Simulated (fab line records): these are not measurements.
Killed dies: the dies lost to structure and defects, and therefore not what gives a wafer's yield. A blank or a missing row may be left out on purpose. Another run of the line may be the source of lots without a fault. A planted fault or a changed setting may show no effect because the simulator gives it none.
fab line records	flow sky130
record lots=24	wafers=72	last-day=50
route steps=708 shown VIA1@474 METAL2@487 VIA2@527 METAL3@565 METAL4@633
lots with no fault: from the same line, run without faults
start-h: start of the lot's first displayed wafer, in hours after the record's first day	wait-h: time in hours since the lot's previous step	" as in the row above	L1.1+2: a row that stands for several wafers	- no value, or no start given	* or withheld: withheld	< > ~ a bound
route shown NAME@n: a module of which the file shows steps, and the number in the route of the first	usual: the fault-free wafers' mean and standard deviation	same: alike in all rows	chamber/n: place in a boat	sites: per-site readings	_std_site: the standard deviation of these	_edge_site: the outer-site mean with the inner-site mean subtracted	radius-mm: for every site, how far away it sits from the centre of the wafer	mask NAME#n: copy n	behind: the most recent tool/chamber to have shaped the wafer	hold: why the lot was held/for how many hours/how that ended	device: the transistor (n, p or np) that didn't switch	end of line: the tests these same wafers got at the end of their route	for a step that has no rows: nothing shown but its recipe	killed: not the wafer's yield, but the dies lost to structure and defects at the first sort	map: dies across one wafer; x = killed, . = not, _ = none there
set.NAME: the setting as run; set.NAME@STEP: as run at that earlier step	model.NAME: the simulator's own value behind a step, which no gauge read
steps of the route over a sample of lots; a table a step, a row a wafer
services: when a tool's chamber went out of use (start-h, in hours from the record's first day, below 0 if earlier), for how many hours, and the reason
## steps
# step SKY_VIA1_STRIP_16
# recipe chemistry=O2/N2	power-w=1400	pressure-mtorr=1500	platen-temp-c=withheld	o2-flow-sccm=3000	n2-flow-sccm=300	overash-fraction=0.5
# usual drypump-motor-current-A=5.2/0.4	oes-product-au=0.416/0.0046	strip-time-to-endpoint-s=4.465/0.021
lot.wafer	tool	chamber	start-h	wait-h	drypump-motor-current-A	oes-product-au	rf-hours-counter-h	strip-time-to-endpoint-s
L074.1	plasma-asher-04	0	782.81	0.0	5.7	0.414	35	4.458
L074.2	"	1	"	"	5.2	0.415	35	4.438
L074.3	"	0	"	"	5.7	0.418	-	4.465
L075.2	plasma-asher-04	0	786.06	0.0	5.7	0.415	35	4.457
L075.3	"	1	"	"	5.2	0.410	-	4.473
L075.5	"	1	"	"	5.2	0.413	-	4.476
L076.2	plasma-asher-03	1	800.16	0.0	4.9	0.425	65	4.487
L076.3	"	1	"	"	4.9	0.426	-	4.500
L076.6	"	1	"	"	4.9	0.413	-	4.486
L077.3	plasma-asher-01	0	840.69	0.1	6.0	0.409	-	4.431
L077.4	"	1	"	"	4.9	0.417	-	4.453
L077.5	"	1	"	"	4.9	0.414	-	4.440
L079.2	plasma-asher-03	0	850.86	0.0	4.9	0.414	71	4.456
L079.4	"	1	"	"	4.9	0.416	-	4.458
L079.6	"	0	"	"	4.9	0.411	-	4.470
L078.4	plasma-asher-04	1	853.90	0.0	5.2	0.412	-	4.441
L078.5	"	1	"	"	5.2	0.427	-	4.434
L078.6	"	0	"	"	5.7	0.417	-	4.484
L080.1	plasma-asher-03	1	857.47	0.0	4.9	0.416	72	4.447
L080.3	"	0	"	"	4.9	0.409	-	4.464
L080.6	"	1	"	"	4.9	0.413	-	4.428
L081.1	plasma-asher-04	0	863.46	0.0	5.7	0.421	43	4.476
L081.5	"	0	"	"	5.7	0.410	-	4.461
L081.6	"	1	"	"	5.2	0.411	-	4.461
L082.3	plasma-asher-03	0	868.85	0.1	4.9	0.422	-	4.436
L082.4	"	1	"	"	4.9	0.423	-	4.464
L082.5	"	0	"	"	4.9	0.413	-	4.471
L084.3	plasma-asher-03	1	873.98	0.1	4.9	0.412	-	4.424
L084.5	"	0	"	"	4.9	0.419	-	4.456
L084.6	"	1	"	"	4.9	0.416	-	4.449
L083.3	plasma-asher-04	1	874.36	0.1	5.2	0.419	-	4.457
L083.4	"	0	"	"	5.7	0.416	-	4.453
L083.5	"	1	"	"	5.2	0.417	-	4.492
L086.1	plasma-asher-04	1	888.66	0.0	5.2	0.410	46	4.427
L086.2	"	0	"	"	5.7	0.419	46	4.450
L086.6	"	1	"	"	5.2	0.414	-	4.448
L085.1	plasma-asher-01	1	890.06	0.0	4.9	0.405	12	4.441
L085.5	"	1	"	"	4.9	0.417	-	4.429
L085.6	"	0	"	"	6.0	0.418	-	4.439
L087.2	plasma-asher-03	1	894.18	0.0	4.9	0.418	76	4.450
L087.3	"	1	"	"	4.9	0.418	-	4.469
L087.6	"	1	"	"	4.9	0.417	-	4.448
L088.1	plasma-asher-01	0	902.33	0.0	6.0	0.421	14	4.503
L088.3	"	1	"	"	4.9	0.418	-	4.463
L088.4	"	0	"	"	6.0	0.422	-	4.482
L089.1	plasma-asher-01	0	906.28	0.0	6.1	0.418	14	4.489
L089.5	"	0	"	"	6.0	0.413	-	4.465
L089.6	"	1	"	"	4.9	0.414	-	4.484
L090.1	plasma-asher-03	1	914.26	0.0	4.9	0.415	78	4.452
L090.2	"	0	"	"	4.9	0.420	78	4.467
L090.6	"	1	"	"	4.9	0.412	-	4.469
L091.1	plasma-asher-03	1	915.78	0.0	4.9	0.409	78	4.463
L091.3	"	0	"	"	4.9	0.405	-	4.456
L091.5	"	0	"	"	4.9	0.414	-	4.464
L092.1	plasma-asher-04	1	923.86	0.0	5.2	0.428	50	4.487
L092.3	"	0	"	"	5.7	0.419	-	4.506
L092.6	"	0	"	"	5.7	0.424	-	4.508
L093.1	plasma-asher-03	1	929.76	0.0	4.9	0.413	79	4.446
L093.3	"	0	"	"	4.9	0.411	-	4.482
L093.4	"	1	"	"	4.9	0.422	-	4.477
L094.1	plasma-asher-04	0	943.26	0.0	5.7	0.412	52	4.469
L094.2	"	1	"	"	5.2	0.414	52	4.505
L094.6	"	1	"	"	5.2	0.417	-	4.477
L095.1	plasma-asher-01	0	948.86	0.0	6.0	0.414	18	4.479
L095.3	"	1	"	"	4.9	0.414	-	4.503
L095.6	"	1	"	"	4.9	0.419	-	4.489
L096.1	plasma-asher-03	0	952.33	0.0	4.9	0.412	82	4.473
L096.4	"	0	"	"	4.9	0.413	-	4.486
L096.6	"	0	"	"	4.9	0.417	-	4.473
L097.1	plasma-asher-03	0	958.56	0.0	4.9	0.417	82	4.443
L097.2	"	1	"	"	4.9	0.418	82	4.441
L097.3	"	1	"	"	4.9	0.421	-	4.468
# step SKY_VIA1_CMP_24
# recipe stop-on=SiO2	t-overpolish-s=15	down-force-psi=3.5	platen-rpm=60	target-thk-nm=0	pad-velocity-m-s=0.94248
# usual motor-current-A=10.3/1	overpolish-run-s=14.999/0.0091	time-to-endpoint-s=62.8/2.3
lot.wafer	tool	chamber	start-h	wait-h	motor-current-A	overpolish-run-s	time-to-endpoint-s
L074.3	cmp-01	2	783.93	0.2	8.0	15.007	58.4
L074.2	"	0	"	"	12.2	14.999	59.3
L074.1	"	1	"	"	9.8	14.989	64.2
L075.3	cmp-01	1	787.03	0.1	9.9	15.009	61.0
L075.2	"	3	"	"	10.2	14.991	61.8
L075.5	"	1	"	"	10.3	15.000	60.9
L076.3	cmp-01	1	801.31	0.3	10.3	15.009	60.0
L076.2	"	2	"	"	9.0	14.986	60.6
L076.6	"	0	"	"	12.1	15.017	61.0
L077.4	cmp-02	2	841.68	0.1	10.4	14.986	59.5
L077.3	"	0	"	"	10.0	14.999	62.4
L077.5	"	2	"	"	10.5	14.993	61.1
L079.2	cmp-01	0	851.79	0.0	12.4	15.002	63.2
L079.4	"	3	"	"	11.0	15.010	61.5
L079.6	"	0	"	"	12.0	14.997	62.4
L078.4	cmp-02	0	854.92	0.1	9.8	14.993	67.0
L078.5	"	2	"	"	10.9	14.993	62.8
L078.6	"	3	"	"	10.8	14.990	61.4
L080.3	cmp-01	2	858.41	0.0	8.1	15.000	65.1
L080.1	"	1	"	"	10.3	15.010	64.3
L080.6	"	2	"	"	8.6	15.000	64.0
L081.1	cmp-01	3	864.39	0.1	10.5	14.999	63.7
L081.5	"	3	"	"	10.5	14.990	62.9
L081.6	"	0	"	"	12.7	15.020	60.7
L082.4	cmp-01	3	869.74	0.0	10.3	15.007	65.3
L082.3	"	1	"	"	10.1	15.003	63.9
L082.5	"	0	"	"	11.9	14.995	61.3
L084.3	cmp-01	0	874.97	0.1	11.9	15.000	60.4
L084.6	"	2	"	"	8.9	15.000	60.4
L084.5	"	3	"	"	10.5	14.974	60.3
L083.3	cmp-02	3	875.35	0.1	10.2	15.015	66.4
L083.4	"	0	"	"	9.5	15.001	63.2
L083.5	"	1	"	"	10.5	14.997	62.1
L086.1	cmp-01	1	889.61	0.1	10.1	15.011	64.1
L086.2	"	2	"	"	8.8	14.997	62.8
L086.6	"	1	"	"	10.0	15.011	63.2
L085.1	cmp-02	0	891.14	0.2	9.6	14.997	66.3
L085.6	"	1	"	"	10.6	15.002	64.2
L085.5	"	2	"	"	11.1	14.982	65.8
L087.2	cmp-01	3	895.15	0.1	10.2	14.986	63.2
L087.3	"	0	"	"	12.5	15.003	63.7
L087.6	"	3	"	"	9.9	14.999	65.4
L088.1	cmp-02	0	903.34	0.1	9.8	14.994	65.0
L088.3	"	1	"	"	10.3	14.985	62.0
L088.4	"	2	"	"	10.9	15.006	62.2
L089.1	cmp-01	1	907.33	0.1	10.4	15.002	63.0
L089.5	"	3	"	"	10.1	15.000	63.9
L089.6	"	0	"	"	12.1	15.004	63.0
L090.1	cmp-02	2	915.81	0.1	10.5	14.999	60.7
L090.2	"	3	"	"	10.6	14.995	59.6
L090.6	"	1	"	"	10.3	14.997	59.8
L091.3	cmp-01	2	916.83	0.0	8.4	14.997	65.8
L091.1	"	1	"	"	10.3	15.006	64.9
L091.5	"	2	"	"	8.2	14.999	66.4
L092.3	cmp-01	2	924.97	0.1	8.4	15.009	61.3
L092.1	"	0	"	"	11.5	14.976	59.1
L092.6	"	1	"	"	9.9	14.995	62.8
L093.3	cmp-01	2	930.69	0.0	8.4	15.001	62.3
L093.4	"	0	"	"	11.1	14.999	62.7
L093.1	"	1	"	"	10.2	15.006	65.5
L094.2	cmp-02	0	944.18	0.0	9.8	15.021	64.0
L094.1	"	2	"	"	10.8	15.008	57.5
L094.6	"	0	"	"	9.5	15.012	64.7
L095.1	cmp-02	3	949.83	0.1	10.0	14.987	62.2
L095.3	"	1	"	"	10.5	15.016	59.3
L095.6	"	2	"	"	10.5	14.999	61.1
L096.1	cmp-02	0	953.35	0.1	9.6	15.016	63.3
L096.4	"	1	"	"	9.3	14.993	64.6
L096.6	"	2	"	"	10.6	14.994	62.1
L097.1	cmp-02	3	959.53	0.1	10.4	14.993	65.0
L097.3	"	1	"	"	10.8	15.008	66.8
L097.2	"	2	"	"	11.1	15.011	65.1
# step SKY_METAL2_SPUTTER_04
# recipe material=TiN	target-thk-nm=70	power-w=6500	time-s=58.3	chamber-pressure-pa=0.4
# usual throttle-valve-pct=29.5/1.1
lot.wafer	tool	chamber	start-h	wait-h	throttle-valve-pct
L074.1	pvd-sputter-03	-	784.32	0.0	29.1
L074.2	"	-	"	"	29.9
L074.3	"	-	"	"	30.0
L075.2	pvd-sputter-02	-	787.37	0.0	29.7
L075.3	"	-	"	"	30.1
L075.5	"	-	"	"	29.7
L076.2	pvd-sputter-03	-	801.65	0.0	28.9
L076.3	"	-	"	"	29.6
L076.6	"	-	"	"	29.2
L077.3	pvd-sputter-04	-	842.02	0.0	27.3
L077.4	"	-	"	"	28.9
L077.5	"	-	"	"	28.7
L079.2	pvd-sputter-02	-	852.18	0.0	30.2
L079.4	"	-	"	"	29.7
L079.6	"	-	"	"	30.3
L078.4	pvd-sputter-04	-	855.21	0.0	26.7
L078.5	"	-	"	"	29.1
L078.6	"	-	"	"	27.4
L080.1	pvd-sputter-03	-	858.80	0.0	29.4
L080.3	"	-	"	"	29.5
L080.6	"	-	"	"	29.3
L081.1	pvd-sputter-03	-	864.78	0.0	30.1
L081.5	"	-	"	"	29.4
L081.6	"	-	"	"	29.7
L082.3	pvd-sputter-02	-	870.13	0.0	29.7
L082.4	"	-	"	"	30.1
L082.5	"	-	"	"	30.3
L084.3	pvd-sputter-02	-	875.26	0.0	29.7
L084.5	"	-	"	"	30.1
L084.6	"	-	"	"	29.9
L083.3	pvd-sputter-04	-	875.64	0.0	29.8
L083.4	"	-	"	"	27.2
L083.5	"	-	"	"	29.6
L086.1	pvd-sputter-02	-	890.00	0.0	31.8
L086.2	"	-	"	"	29.7
L086.6	"	-	"	"	30.0
L085.1	pvd-sputter-03	-	891.39	0.0	29.3
L085.5	"	-	"	"	28.9
L085.6	"	-	"	"	30.1
L087.2	pvd-sputter-04	-	895.49	0.0	29.3
L087.3	"	-	"	"	28.8
L087.6	"	-	"	"	27.1
L088.1	pvd-sputter-04	-	903.68	0.0	29.7
L088.3	"	-	"	"	27.0
L088.4	"	-	"	"	29.0
L089.1	pvd-sputter-02	-	907.62	0.0	29.5
L089.5	"	-	"	"	29.7
L089.6	"	-	"	"	29.7
L090.1	pvd-sputter-02	-	916.10	0.0	30.1
L090.2	"	-	"	"	29.8
L090.6	"	-	"	"	29.9
L091.1	pvd-sputter-04	-	917.22	0.0	28.9
L091.3	"	-	"	"	29.3
L091.5	"	-	"	"	29.1
L092.1	pvd-sputter-03	-	925.31	0.0	29.0
L092.3	"	-	"	"	29.2
L092.6	"	-	"	"	28.9
L093.1	pvd-sputter-04	-	931.08	0.0	29.0
L093.3	"	-	"	"	26.9
L093.4	"	-	"	"	29.6
L094.1	pvd-sputter-04	-	944.57	0.0	29.2
L094.2	"	-	"	"	27.3
L094.6	"	-	"	"	29.3
L095.1	pvd-sputter-03	-	950.17	0.0	29.2
L095.3	"	-	"	"	30.2
L095.6	"	-	"	"	29.4
L096.1	pvd-sputter-02	-	953.64	0.0	29.7
L096.4	"	-	"	"	31.9
L096.6	"	-	"	"	29.8
L097.1	pvd-sputter-02	-	959.92	0.0	29.7
L097.2	"	-	"	"	32.0
L097.3	"	-	"	"	30.2
# step SKY_VIA2_SPUTTER_20
# recipe material=TiN	target-thk-nm=20	chamber-pressure-pa=5	power-w=4000	time-s=80
# usual throttle-valve-pct=29.8/0.99
lot.wafer	tool	chamber	start-h	wait-h	throttle-valve-pct
L074.1	pvd-sputter-02	-	840.36	0.0	31.8
L074.2	"	-	"	"	30.1
L074.3	"	-	"	"	30.1
L075.2	pvd-sputter-02	-	842.26	0.0	30.1
L075.3	"	-	"	"	29.8
L075.5	"	-	"	"	29.8
L076.2	pvd-sputter-02	-	856.95	0.0	31.8
L076.3	"	-	"	"	30.2
L076.6	"	-	"	"	29.6
L077.3	pvd-sputter-01	-	897.07	0.0	30.3
L077.4	"	-	"	"	30.5
L077.5	"	-	"	"	29.4
L079.2	pvd-sputter-02	-	906.05	0.0	31.8
L079.4	"	-	"	"	30.3
L079.6	"	-	"	"	30.1
L078.4	pvd-sputter-01	-	908.95	0.0	29.2
L078.5	"	-	"	"	29.4
L078.6	"	-	"	"	30.4
L080.1	pvd-sputter-01	-	912.88	0.0	29.0
L080.3	"	-	"	"	30.3
L080.6	"	-	"	"	29.1
L081.1	pvd-sputter-01	-	919.23	0.0	30.5
L081.5	"	-	"	"	30.4
L081.6	"	-	"	"	29.0
L082.3	pvd-sputter-02	-	923.92	0.0	29.9
L082.4	"	-	"	"	29.8
L082.5	"	-	"	"	29.7
L084.3	pvd-sputter-02	-	928.40	0.0	30.0
L084.5	"	-	"	"	29.8
L084.6	"	-	"	"	29.9
L083.3	pvd-sputter-04	-	928.75	0.0	29.2
L083.4	"	-	"	"	26.7
L083.5	"	-	"	"	30.1
L086.1	pvd-sputter-01	-	941.42	0.0	30.3
L086.2	"	-	"	"	30.1
L086.6	"	-	"	"	30.4
L085.1	pvd-sputter-01	-	942.83	0.0	30.4
L085.5	"	-	"	"	30.4
L085.6	"	-	"	"	30.3
L087.2	pvd-sputter-01	-	947.05	0.0	30.1
L087.3	"	-	"	"	30.4
L087.6	"	-	"	"	30.3
L088.1	pvd-sputter-04	-	954.97	0.0	28.9
L088.3	"	-	"	"	27.0
L088.4	"	-	"	"	29.9
L089.1	pvd-sputter-04	-	958.55	0.0	27.3
L089.5	"	-	"	"	29.4
L089.6	"	-	"	"	27.0
L090.1	pvd-sputter-02	-	966.84	0.0	29.6
L090.2	"	-	"	"	29.8
L090.6	"	-	"	"	29.6
L091.1	pvd-sputter-04	-	967.93	0.0	29.9
L091.3	"	-	"	"	28.9
L091.5	"	-	"	"	28.9
L092.1	pvd-sputter-01	-	975.90	0.0	30.2
L092.3	"	-	"	"	30.4
L092.6	"	-	"	"	29.2
L093.1	pvd-sputter-04	-	982.12	0.0	29.3
L093.3	"	-	"	"	29.8
L093.4	"	-	"	"	28.9
L094.1	pvd-sputter-01	-	994.92	0.0	29.6
L094.2	"	-	"	"	29.1
L094.6	"	-	"	"	29.0
L095.1	pvd-sputter-01	-	1000.18	0.0	30.2
L095.3	"	-	"	"	29.5
L095.6	"	-	"	"	30.6
L096.1	pvd-sputter-02	-	1002.78	0.0	32.1
L096.4	"	-	"	"	32.0
L096.6	"	-	"	"	30.1
L097.1	pvd-sputter-01	-	1009.87	0.0	30.4
L097.2	"	-	"	"	30.4
L097.3	"	-	"	"	29.0
# step SKY_METAL3_DESCUM_15
# recipe chemistry=O2	source-power-w=150	bias-power-w=0	pressure-mtorr=10	temp-c=40	time-s=8
# usual drypump-motor-current-A=5.2/0.4	oes-product-au=0.999/0.0071	temp-c=39.97/0.11
lot.wafer	tool	chamber	start-h	wait-h	drypump-motor-current-A	oes-product-au	rf-hours-counter-h	temp-c
L074.1	rie-metal-03	1	893.93	0.0	5.4	1.002	7	40.10
L074.2	"	0	"	"	4.7	0.999	12	40.06
L074.3	"	1	"	"	5.4	1.000	-	40.16
L075.2	rie-metal-01	1	895.99	0.0	4.7	0.979	17	39.91
L075.3	"	1	"	"	4.7	0.986	-	40.06
L075.5	"	0	"	"	5.3	1.008	-	39.92
L076.2	rie-metal-01	0	909.62	0.0	5.3	1.009	19	40.23
L076.3	"	0	"	"	5.3	0.998	-	40.22
L076.6	"	0	"	"	5.3	1.013	-	40.16
L077.3	rie-metal-01	0	948.15	0.0	5.3	0.991	-	39.70
L077.4	"	0	"	"	5.3	0.995	-	39.90
L077.5	"	0	"	"	5.3	0.989	-	39.94
L079.2	rie-metal-04	0	956.23	0.0	5.9	0.997	5	40.06
L079.4	"	0	"	"	5.9	0.995	-	39.92
L079.6	"	0	"	"	5.9	0.988	-	40.03
L078.4	rie-metal-04	0	958.91	0.0	5.9	1.003	-	39.97
L078.5	"	0	"	"	5.9	1.000	-	39.99
L078.6	"	1	"	"	5.3	1.001	-	39.89
L080.1	rie-metal-03	1	963.76	0.0	5.4	1.006	10	40.01
L080.3	"	1	"	"	5.4	0.999	-	40.09
L080.6	"	0	"	"	4.7	1.006	-	39.94
L081.1	rie-metal-03	1	969.64	0.0	5.4	0.997	10	39.94
L081.5	"	0	"	"	4.7	0.999	-	39.91
L081.6	"	1	"	"	5.4	0.996	-	39.89
L082.3	rie-metal-01	1	973.73	0.0	4.8	0.983	-	39.97
L082.4	"	0	"	"	5.3	0.993	-	39.95
L082.5	"	1	"	"	4.7	0.992	-	39.98
L084.3	rie-metal-04	0	978.14	0.0	5.9	0.986	-	39.74
L084.5	"	1	"	"	5.2	1.008	-	40.11
L084.6	"	0	"	"	5.9	1.008	-	39.69
L083.3	rie-metal-04	1	979.10	0.0	5.3	1.006	-	40.11
L083.4	"	0	"	"	5.9	1.006	-	39.91
L083.5	"	1	"	"	5.3	0.994	-	39.91
L086.1	rie-metal-01	0	990.68	0.0	5.3	0.999	4	39.97
L086.2	"	1	"	"	4.7	0.996	2	40.15
L086.6	"	1	"	"	4.7	0.994	-	39.97
L085.1	rie-metal-01	0	993.52	0.0	5.3	0.996	4	40.14
L085.5	"	0	"	"	5.3	0.998	-	39.95
L085.6	"	1	"	"	4.7	0.978	-	39.91
L087.2	rie-metal-03	0	996.53	0.0	4.7	0.999	17	39.94
L087.3	"	1	"	"	5.4	1.012	-	40.07
L087.6	"	0	"	"	4.7	1.005	-	40.00
L088.1	rie-metal-04	1	1004.54	0.0	5.2	0.996	12	40.10
L088.3	"	1	"	"	5.3	1.005	-	40.02
L088.4	"	0	"	"	5.9	1.000	-	39.85
L089.1	rie-metal-03	0	1007.73	0.0	4.7	0.995	17	40.03
L089.5	"	0	"	"	4.7	0.996	-	39.86
L089.6	"	1	"	"	5.4	1.001	-	40.13
L090.1	rie-metal-03	0	1015.77	0.0	4.7	1.003	18	39.92
L090.2	"	1	"	"	5.4	1.010	13	39.99
L090.6	"	0	"	"	4.7	0.999	-	40.01
L091.1	rie-metal-03	1	1016.94	0.0	5.4	1.001	13	40.09
L091.3	"	1	"	"	5.4	1.011	-	39.96
L091.5	"	0	"	"	4.7	1.002	-	39.89
L092.1	rie-metal-04	1	1024.42	0.0	5.2	1.002	14	39.97
L092.3	"	1	"	"	5.3	1.006	-	39.93
L092.6	"	1	"	"	5.3	0.997	-	40.01
L093.1	rie-metal-01	0	1029.32	0.0	5.3	0.999	6	40.01
L093.3	"	1	"	"	4.7	0.986	-	39.86
L093.4	"	0	"	"	5.3	0.999	-	40.08
L094.1	rie-metal-03	1	1041.79	0.0	5.4	1.010	14	40.07
L094.2	"	0	"	"	4.7	1.013	19	40.02
L094.6	"	0	"	"	4.7	1.008	-	40.05
L095.1	rie-metal-04	0	1047.39	0.0	5.9	0.996	10	39.70
L095.3	"	0	"	"	5.9	0.993	-	39.75
L095.6	"	0	"	"	5.9	0.994	-	39.99
L096.1	rie-metal-04	1	1049.18	0.0	5.3	0.996	15	39.75
L096.4	"	0	"	"	5.9	0.996	-	40.00
L096.6	"	0	"	"	5.9	0.992	-	39.95
L097.1	rie-metal-03	1	1055.22	0.0	5.3	0.986	15	39.86
L097.2	"	0	"	"	4.7	0.999	20	39.77
L097.3	"	0	"	"	4.7	1.003	-	39.85
# step SKY_METAL4_ETCH_17
# recipe target=SiO2	stop-on=TiN	chemistry=C4F8/O2/Ar	source-w=1500	bias-w=1200	pressure-mtorr=40	c4f8-flow-sccm=withheld	O2_flow_sccm=6	Ar_flow_sccm=300	time-s=3.9	target-depth-a=150
# usual bias-w=1200/4.2	oes-product-au=0.752/0.0072
lot.wafer	tool	chamber	start-h	wait-h	bias-w	oes-product-au	rf-hours-counter-h
L074.1	rie-diel-03	2	971.13	0.1	1197	0.750	18
L074.2	"	3	"	"	1195	0.756	2
L074.3	"	1	"	"	1204	0.748	15
L075.2	rie-diel-02	0	973.62	0.1	1200	0.751	11
L075.3	"	1	"	"	1192	0.749	5
L075.5	"	2	"	"	1202	0.756	-
L076.2	rie-diel-02	2	986.33	0.1	1202	0.747	13
L076.3	"	1	"	"	1207	0.743	6
L076.6	"	1	"	"	1204	0.760	-
L077.3	rie-diel-03	2	1022.52	0.0	1200	0.754	19
L077.4	"	0	"	"	1203	0.757	15
L077.5	"	0	"	"	1203	0.765	-
L079.2	rie-diel-01	1	1030.83	0.1	1203	0.753	14
L079.4	"	2	"	"	1205	0.763	13
L079.6	"	3	"	"	1203	0.756	-
L078.4	rie-diel-02	1	1032.27	0.0	1203	0.757	7
L078.5	"	1	"	"	1204	0.746	-
L078.6	"	0	"	"	1196	0.757	-
L080.1	rie-diel-01	0	1037.48	0.1	1204	0.748	10
L080.3	"	3	"	"	1200	0.750	26
L080.6	"	1	"	"	1212	0.747	-
L081.1	rie-diel-03	1	1042.55	0.1	1198	0.753	17
L081.5	"	3	"	"	1206	0.761	-
L081.6	"	2	"	"	1200	0.752	-
L082.3	rie-diel-02	3	1046.60	0.0	1201	0.764	16
L082.4	"	2	"	"	1202	0.754	-
L082.5	"	1	"	"	1199	0.758	-
L084.3	rie-diel-01	2	1049.83	0.0	1191	0.741	14
L084.5	"	2	"	"	1198	0.747	-
L084.6	"	3	"	"	1194	0.734	-
L083.3	rie-diel-03	3	1051.33	0.0	1205	0.760	5
L083.4	"	1	"	"	1203	0.753	18
L083.5	"	1	"	"	1199	0.744	-
L086.1	rie-diel-03	3	1061.75	0.1	1200	0.747	5
L086.2	"	0	"	"	1194	0.745	16
L086.6	"	2	"	"	1206	0.758	-
L085.1	rie-diel-03	2	1064.72	0.1	1189	0.736	21
L085.5	"	2	"	"	1198	0.743	-
L085.6	"	3	"	"	1199	0.758	-
L087.2	rie-diel-03	2	1066.15	0.1	1196	0.744	21
L087.3	"	0	"	"	1205	0.759	16
L087.6	"	3	"	"	1204	0.762	-
L088.1	rie-diel-03	1	1074.65	0.1	1198	0.748	18
L088.3	"	0	"	"	1198	0.762	16
L088.4	"	2	"	"	1199	0.759	21
L089.1	rie-diel-03	2	1077.63	0.1	1202	0.749	21
L089.5	"	0	"	"	1212	0.752	-
L089.6	"	3	"	"	1195	0.740	-
L090.1	rie-diel-02	2	1084.80	0.1	1201	0.749	16
L090.2	"	1	"	"	1200	0.755	9
L090.6	"	2	"	"	1199	0.763	-
L091.1	rie-diel-01	2	1085.80	0.1	1202	0.746	15
L091.3	"	0	"	"	1204	0.760	12
L091.5	"	2	"	"	1203	0.760	-
L092.1	rie-diel-01	2	1092.07	0.1	1206	0.753	15
L092.3	"	0	"	"	1200	0.754	12
L092.6	"	2	"	"	1199	0.757	-
L093.1	rie-diel-03	1	1097.13	0.1	1203	0.743	19
L093.3	"	0	"	"	1204	0.748	17
L093.4	"	3	"	"	1196	0.751	6
L094.1	rie-diel-01	0	1108.88	0.1	1201	0.751	13
L094.2	"	3	"	"	1205	0.741	28
L094.6	"	3	"	"	1200	0.753	-
L095.1	rie-diel-01	1	1114.27	0.1	1206	0.744	17
L095.3	"	0	"	"	1204	0.750	13
L095.6	"	2	"	"	1199	0.752	-
L096.1	rie-diel-03	1	1114.64	0.1	1197	0.760	20
L096.4	"	3	"	"	1200	0.757	6
L096.6	"	1	"	"	1208	0.764	-
L097.1	rie-diel-01	3	1121.88	0.1	1200	0.739	29
L097.2	"	1	"	"	1199	0.750	17
L097.3	"	0	"	"	1197	0.746	13
## services
tool	chamber	start-h	hours	kind
pvd-sputter-01	-	767.72	4.1	repair
cmp-02	-	800.81	1.5	repair
pvd-sputter-02	-	813.11	4.5	repair
pvd-sputter-01	-	828.51	3.0	repair
rie-diel-03	2	851.01	8.0	repair
rie-diel-03	0	887.95	4.0	repair
cmp-01	-	894.05	0.2	repair
rie-diel-03	0	907.70	4.6	repair
cmp-01	-	912.13	4.0	pm
plasma-asher-03	-	921.55	3.3	repair
pvd-sputter-04	-	923.77	2.0	repair
plasma-asher-03	-	926.39	0.4	repair
pvd-sputter-01	-	927.30	2.9	repair
cmp-01	-	928.51	1.8	repair
cmp-02	-	944.85	2.2	repair
cmp-01	-	956.91	4.2	pm
cmp-01	-	965.56	3.6	repair
plasma-asher-03	-	993.52	1.0	repair
rie-diel-03	0	997.67	10.1	repair
pvd-sputter-02	-	1060.02	3.7	repair
pvd-sputter-01	-	1074.98	2.1	repair
pvd-sputter-04	-	1075.36	3.0	repair
rie-diel-03	3	1088.90	3.8	repair
plasma-asher-03	-	1119.42	1.6	repair
## key
fault none
